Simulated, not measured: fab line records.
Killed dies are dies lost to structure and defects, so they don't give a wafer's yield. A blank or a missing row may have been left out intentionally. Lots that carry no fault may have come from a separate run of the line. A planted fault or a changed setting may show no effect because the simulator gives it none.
Problem report, 8D (eight disciplines) form, completed by code	flow sky130	the parts of the form that need people (team, actions taken, sign-off) are left out

== 1. PROBLEM STATEMENT ==
At SKY_LDD_HVN_COAT_02, spin_speed_rpm averages 3061.3 rpm over 6 wafers from 2 lots, while fault-free wafers read 3000.1 rpm, standard deviation 2.2. Relative to the usual mean, that is a shift of +28 standard deviations.
The step: resist thk 300 nm.
The first sign was on wafer L604.2 at day 23 04:05, on litho_track-02. Wafers with a number at this step in the record: 18, from 6 lots. Rule for "out", or "out of limits": more than 4 standard deviations from the usual mean. All remaining wafers that have a number are taken as sound.

== 2. WHAT THIS IS AND IS NOT ==
question	is	is not
which readings at this step	spin_speed_rpm	-
which lots	L604, L605	L596, L609, L611, L613
which wafers of those lots	all that have a number	-
read on which tools	litho_track-02	litho_track-03, litho_track-04
when	from day 23 04:05	up to then (3 sound wafers); but 9 sound wafers of L609, L611, L613 came after

== 3. WHAT RULES OUT EACH SUSPECT ==
Counting: any tool at a process step up to the reading is kept as a suspect provided that every lot that is out went through it and no sound lot did after the first of them.
- litho_track-02 at SKY_LDD_HVN_COAT_02 (resist thk 300 nm): ruled out as a lasting fault. The sound lots L613 went through it after L604, its earliest lot that is out (day 23 04:05).
Left after counting: nothing in the record.

== 4. THE CAUSE (what the simulator had put in) ==
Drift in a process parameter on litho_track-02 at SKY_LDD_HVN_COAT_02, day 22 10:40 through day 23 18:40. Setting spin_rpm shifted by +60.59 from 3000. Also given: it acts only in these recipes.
Counting ruled it out, wrongly.

== 5. THE CHAIN OF EFFECTS, in route order ==
One row per reading whose mean, taken over the struck wafers that have a number, lies over 3 standard deviations from the usual. Only readings whose record carries a usual standard deviation are examined. hours: median over the lots of the time between each lot's start at the first step of this table that gives one and its start at this step. sigmas: the change, counted in usual standard deviations.
hours	step	reading	usual	on struck wafers	change	sigmas
0	SKY_LDD_HVN_COAT_02	spin_speed_rpm	3000.1 rpm	3061.3	+61.2	+28
Its process steps:
- SKY_LDD_HVN_COAT_02: resist thk 300 nm.
Later measuring or inspecting steps at which every struck wafer that the step has a row for has a number for every such reading, and none has moved that far: SKY_LDD_HVN_OVL_MEAS_07.

== 6. HOW IT WOULD HAVE BEEN CAUGHT EARLIER ==
The fault began at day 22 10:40; the first out-of-limits reading in this record came at day 23 04:05, 17 hours later.
